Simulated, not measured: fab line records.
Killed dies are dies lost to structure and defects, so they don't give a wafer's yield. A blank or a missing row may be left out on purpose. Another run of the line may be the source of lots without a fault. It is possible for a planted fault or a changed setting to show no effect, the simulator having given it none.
fab line records	flow sky130
record lots=14	wafers=42	last_day=50
route steps=708 shown POLY_GATE@205 RES_PROTECT@214 LDD_HVN@273
lots with no fault: from the same line, run without faults
start_h: start of the lot's first displayed wafer, in hours after the record's first day	wait_h: hours from the lot's prior step to this one	" same as the row above	L1.1+2: a row that stands for several wafers	- no value, or no start was given	* or withheld: withheld	< > ~ a bound
route shown NAME@n: NAME is a module with steps in the file, n the number in the route of the first one	usual: mean/standard deviation taken from wafers without a fault	same: alike in all rows	chamber/n: place in a boat	sites: the reading at each site	_std_site: their standard deviation	_edge_site: the outer-site mean with the inner-site mean subtracted	radius_mm: for every site, how far away it sits from the centre of the wafer	mask NAME#n: copy n	behind: tool/chamber where the wafer was last shaped	hold: what put the lot on hold/how long, in hours/how the hold closed	device: transistor that didn't switch, given as n, p or np	end of line: the same wafers' tests at the end of the route	where a step has no rows: the recipe by itself	killed: at the first sort, the dies lost to defects and structure; wafer yield is something else	map: a wafer's dies, x killed, . not, _ none there
set.NAME: the run value of the setting; set.NAME@STEP: its run value at that earlier step	model.NAME: the simulator's own value behind a step, which no gauge read
steps of the route over a sample of lots; a table a step, a row a wafer
services: when a tool's chamber went out of use (start_h, in hours from the record's first day, below 0 if earlier), for how many hours, and the reason
## steps
# step SKY_POLY_GATE_THK_MEAS_01
# recipe reads=poly-Si_of_POLY_GATE_CVD_00
# usual POLY_GATE_CVD_00_THK=180.0/1.9
lot.wafer	tool	chamber	start_h	wait_h	POLY_GATE_CVD_00_THK[nm]
L779.3	film_metro-02	-	315.88	0.0	179.7
L779.4	"	-	"	"	178.9
L779.5	"	-	"	"	179.9
L782.3	film_metro-01	-	350.60	0.0	177.3
L782.4	"	-	"	"	177.5
L782.6	"	-	"	"	177.1
L784.2	film_metro-03	-	360.45	0.0	183.0
L784.3	"	-	"	"	180.7
L784.6	"	-	"	"	178.6
L786.3	film_metro-02	-	377.96	0.0	177.8
L786.4	"	-	"	"	178.5
L786.5	"	-	"	"	178.7
L788.1	film_metro-03	-	389.76	0.0	179.3
L788.5	"	-	"	"	180.9
L788.6	"	-	"	"	178.3
L789.2	film_metro-02	-	400.24	0.0	182.7
L789.3	"	-	"	"	180.5
L789.6	"	-	"	"	181.5
L790.2	film_metro-01	-	409.90	0.0	182.2
L790.3	"	-	"	"	182.1
L790.6	"	-	"	"	181.5
L791.1	film_metro-02	-	441.37	0.0	180.3
L791.3	"	-	"	"	180.4
L791.5	"	-	"	"	178.5
L792.3	film_metro-03	-	441.39	0.0	179.4
L792.4	"	-	"	"	179.8
L792.5	"	-	"	"	180.0
L793.1	film_metro-02	-	453.01	0.0	180.0
L793.3	"	-	"	"	179.8
L793.5	"	-	"	"	181.3
L794.3	film_metro-01	-	459.37	0.0	177.9
L794.5	"	-	"	"	177.9
L794.6	"	-	"	"	177.9
L795.1	film_metro-02	-	460.55	0.0	179.0
L795.2	"	-	"	"	180.0
L795.6	"	-	"	"	179.1
L797.2	film_metro-01	-	470.10	0.0	177.3
L797.3	"	-	"	"	178.1
L797.4	"	-	"	"	178.1
L801.1	film_metro-02	-	505.95	0.0	183.4
L801.2	"	-	"	"	182.5
L801.4	"	-	"	"	181.0
# step SKY_RES_PROTECT_STRIP_07
# recipe chemistry=O2/N2	power_w=1400	pressure_mtorr=1500	platen_temp_c=withheld	o2_flow_sccm=3000	n2_flow_sccm=300	overash_fraction=0.5
# usual drypump_motor_current_A=5.9/0.57	oes_product_au=0.517/0.0042	strip_time_to_endpoint_s=23.30/0.037
lot.wafer	tool	chamber	start_h	wait_h	drypump_motor_current_A	oes_product_au	rf_hours_counter_h	strip_time_to_endpoint_s
L779.3	plasma_asher-02	0	342.49	0.1	5.7	0.518	-	23.25
L779.4	"	1	"	"	5.7	0.517	-	23.29
L779.5	"	1	"	"	5.7	0.520	-	23.28
L782.3	plasma_asher-02	0	378.80	0.1	5.7	0.518	-	23.27
L782.4	"	1	"	"	5.7	0.512	-	23.28
L782.6	"	1	"	"	5.7	0.520	-	23.20
L784.2	plasma_asher-02	0	388.42	0.1	5.7	0.525	72	23.30
L784.3	"	1	"	"	5.7	0.525	-	23.27
L784.6	"	1	"	"	5.7	0.518	-	23.28
L786.3	plasma_asher-02	1	406.35	0.1	5.7	0.510	-	23.32
L786.4	"	0	"	"	5.7	0.516	-	23.26
L786.5	"	0	"	"	5.7	0.521	-	23.32
L788.1	plasma_asher-04	1	418.57	0.1	6.7	0.515	58	23.28
L788.5	"	1	"	"	6.7	0.516	-	23.35
L788.6	"	0	"	"	6.6	0.515	-	23.31
L789.2	plasma_asher-03	1	430.61	0.1	6.0	0.520	73	23.35
L789.3	"	1	"	"	6.0	0.518	-	23.28
L789.6	"	0	"	"	4.9	0.514	-	23.27
L790.2	plasma_asher-03	0	440.27	0.1	4.9	0.519	74	23.28
L790.3	"	0	"	"	4.9	0.511	-	23.22
L790.6	"	0	"	"	4.9	0.522	-	23.21
L791.1	plasma_asher-03	1	471.36	0.1	5.9	0.512	78	23.32
L791.3	"	0	"	"	4.9	0.517	-	23.35
L791.5	"	1	"	"	6.0	0.522	-	23.30
L792.3	plasma_asher-04	1	471.70	0.1	6.7	0.518	-	23.33
L792.4	"	0	"	"	6.6	0.514	-	23.38
L792.5	"	1	"	"	6.7	0.522	-	23.36
L793.1	plasma_asher-04	0	483.67	0.1	6.6	0.517	66	23.32
L793.3	"	1	"	"	6.6	0.520	-	23.33
L793.5	"	0	"	"	6.6	0.512	-	23.30
L794.3	plasma_asher-04	1	489.70	0.1	6.7	0.524	-	23.28
L794.5	"	1	"	"	6.6	0.515	-	23.27
L794.6	"	0	"	"	6.6	0.517	-	23.29
L795.1	plasma_asher-03	1	490.81	0.1	6.0	0.513	80	23.26
L795.2	"	0	"	"	4.9	0.514	80	23.33
L795.6	"	0	"	"	4.9	0.506	-	23.30
L797.2	plasma_asher-04	1	500.22	0.1	6.7	0.525	68	23.34
L797.3	"	1	"	"	6.7	0.516	-	23.27
L797.4	"	0	"	"	6.6	0.510	-	23.26
L801.1	plasma_asher-02	1	536.26	0.1	5.7	0.525	11	23.31
L801.2	"	0	"	"	5.7	0.518	11	23.30
L801.4	"	1	"	"	5.7	0.520	-	23.33
# step SKY_POLY_GATE_OVL_MEAS_14
# usual POLY_GATE_OVL=-3/5
lot.wafer	tool	chamber	start_h	wait_h	POLY_GATE_OVL[nm]
L779.3	overlay-02	-	372.45	0.1	-1
L779.4	"	-	"	"	-6
L779.5	"	-	"	"	-1
L782.3	overlay-01	-	412.64	0.1	-4
L782.4	"	-	"	"	-6
L782.6	"	-	"	"	2
L784.2	overlay-02	-	427.04	0.1	-1
L784.3	"	-	"	"	-5
L784.6	"	-	"	"	-2
L786.3	overlay-02	-	438.55	0.1	-8
L786.4	"	-	"	"	-7
L786.5	"	-	"	"	-7
L788.1	overlay-02	-	452.93	0.1	-2
L788.5	"	-	"	"	-2
L788.6	"	-	"	"	-9
L789.2	overlay-01	-	463.84	0.1	-5
L789.3	"	-	"	"	-1
L789.6	"	-	"	"	-4
L790.2	overlay-01	-	472.68	0.1	-7
L790.3	"	-	"	"	-13
L790.6	"	-	"	"	-3
L792.3	overlay-01	-	504.14	0.1	-1
L792.4	"	-	"	"	6
L792.5	"	-	"	"	2
L791.1	overlay-02	-	504.88	0.1	-10
L791.3	"	-	"	"	-5
L791.5	"	-	"	"	-11
L793.1	overlay-02	-	515.83	0.1	1
L793.3	"	-	"	"	4
L793.5	"	-	"	"	8
L794.3	overlay-01	-	521.84	0.1	2
L794.5	"	-	"	"	-2
L794.6	"	-	"	"	-3
L795.1	overlay-01	-	523.14	0.1	6
L795.2	"	-	"	"	6
L795.6	"	-	"	"	5
L797.2	overlay-02	-	532.59	0.1	-14
L797.3	"	-	"	"	-4
L797.4	"	-	"	"	-16
L801.1	overlay-02	-	571.88	0.1	-2
L801.2	"	-	"	"	-8
L801.4	"	-	"	"	-4
# step SKY_LDD_HVN_DEVELOP_06
# recipe resist=NOVOLAK	developer=TMAH	develop_time_s=60	dev_temp_c=23
lot.wafer	tool	chamber	start_h	wait_h
L779.3+4+5	litho_track-02	0	464.82	0.1
L782.3+4+6	litho_track-01	0	507.57	0.1
L784.2+3+6	litho_track-01	0	522.54	0.1
L786.3+4+5	litho_track-01	0	534.76	0.1
L788.1+5+6	litho_track-02	0	547.47	0.1
L789.2+3+6	litho_track-02	0	558.95	0.1
L790.2+3+6	litho_track-03	0	567.03	0.1
L792.3+4+5	litho_track-01	0	596.82	0.1
L791.1+3+5	litho_track-02	0	597.82	0.1
L793.1+3+5	litho_track-03	0	607.96	0.1
L794.3+5+6	litho_track-03	0	613.71	0.1
L795.1+2+6	litho_track-03	0	615.16	0.1
L797.2+3+4	litho_track-01	0	624.24	0.1
L801.1+2+4	litho_track-02	0	663.47	0.1
# step SKY_LDD_HVN_TW_MEAS_10
# usual LDD_HVN_TW=1428/17
lot.wafer	tool	chamber	start_h	wait_h	LDD_HVN_TW
L779.3	film_metro-03	-	465.23	0.1	1411
L779.4	"	-	"	"	1402
L779.5	"	-	"	"	1401
L782.3	film_metro-01	-	507.97	0.1	1429
L782.4	"	-	"	"	1432
L782.6	"	-	"	"	1426
L784.2	film_metro-01	-	522.96	0.1	1420
L784.3	"	-	"	"	1429
L784.6	"	-	"	"	1425
L786.3	film_metro-01	-	535.17	0.1	1421
L786.4	"	-	"	"	1435
L786.5	"	-	"	"	1430
L788.1	film_metro-01	-	547.91	0.1	1433
L788.5	"	-	"	"	1428
L788.6	"	-	"	"	1424
L789.2	film_metro-01	-	559.37	0.1	1437
L789.3	"	-	"	"	1437
L789.6	"	-	"	"	1433
L790.2	film_metro-03	-	567.46	0.1	1407
L790.3	"	-	"	"	1412
L790.6	"	-	"	"	1413
L792.3	film_metro-03	-	597.22	0.1	1403
L792.4	"	-	"	"	1406
L792.5	"	-	"	"	1405
L791.1	film_metro-02	-	598.26	0.1	1449
L791.3	"	-	"	"	1444
L791.5	"	-	"	"	1454
L793.1	film_metro-03	-	608.40	0.1	1408
L793.3	"	-	"	"	1405
L793.5	"	-	"	"	1408
L794.3	film_metro-03	-	614.12	0.1	1407
L794.5	"	-	"	"	354
L794.6	"	-	"	"	358
L795.1	film_metro-01	-	615.60	0.1	1438
L795.2	"	-	"	"	1449
L795.6	"	-	"	"	360
L797.2	film_metro-01	-	624.66	0.1	1433
L797.3	"	-	"	"	1427
L797.4	"	-	"	"	1429
L801.1	film_metro-02	-	663.91	0.1	1454
L801.2	"	-	"	"	1452
L801.4	"	-	"	"	1445
## services
tool	chamber	start_h	hours	kind
plasma_asher-04	-	326.82	1.9	repair
plasma_asher-02	-	421.25	9.0	pm
plasma_asher-02	0	421.25	9.0	vent_cycle
plasma_asher-02	1	421.25	9.0	vent_cycle
plasma_asher-02	0	430.25	-	clean
plasma_asher-02	1	430.25	-	clean
plasma_asher-03	-	435.54	1.8	repair
plasma_asher-04	-	548.04	1.5	repair
plasma_asher-03	-	574.51	13.9	repair
plasma_asher-04	-	600.74	2.0	repair
plasma_asher-02	-	638.97	0.8	repair
plasma_asher-02	-	644.50	14.6	pm
## key
first_sign step=SKY_LDD_HVN_TW_MEAS_10	reading=LDD_HVN_TW	direction=down	sigmas=62	usual=1428	struck=357
effect none on later readings
met_at SKY_LDD_HVN_DEVELOP_06
struck_lots L794,L795
struck_wafers L794.5,L794.6,L795.6
sort_left_out L794.5,L794.6,L795.6
tester_left_out L794,L795
not_acting_at SKY_POLY_GATE_THK_MEAS_01,SKY_RES_PROTECT_STRIP_07,SKY_POLY_GATE_OVL_MEAS_14
onset_between 607.96 613.71
fault kind=process_parameter_drift	tool=litho_track-03	chamber=-	onset_h=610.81	steps=SKY_LDD_HVN_DEVELOP_06	channel=develop_time_s	offset=*	shape=step	end_h=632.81	scope=struck_wafers_only	acts_in=*	stated=*
# tester_left_out: of these lots the tester's yield and bins aren't shown, on N5 and GAA mostly nor the transistor test; their killed dies are dies lost to structure and defects alone, not to doping, threshold or leakage, so they don't give the yield
# sort_left_out: the simulated sort isn't trusted on such a fault, so these wafers' sort isn't shown, and their yield isn't known
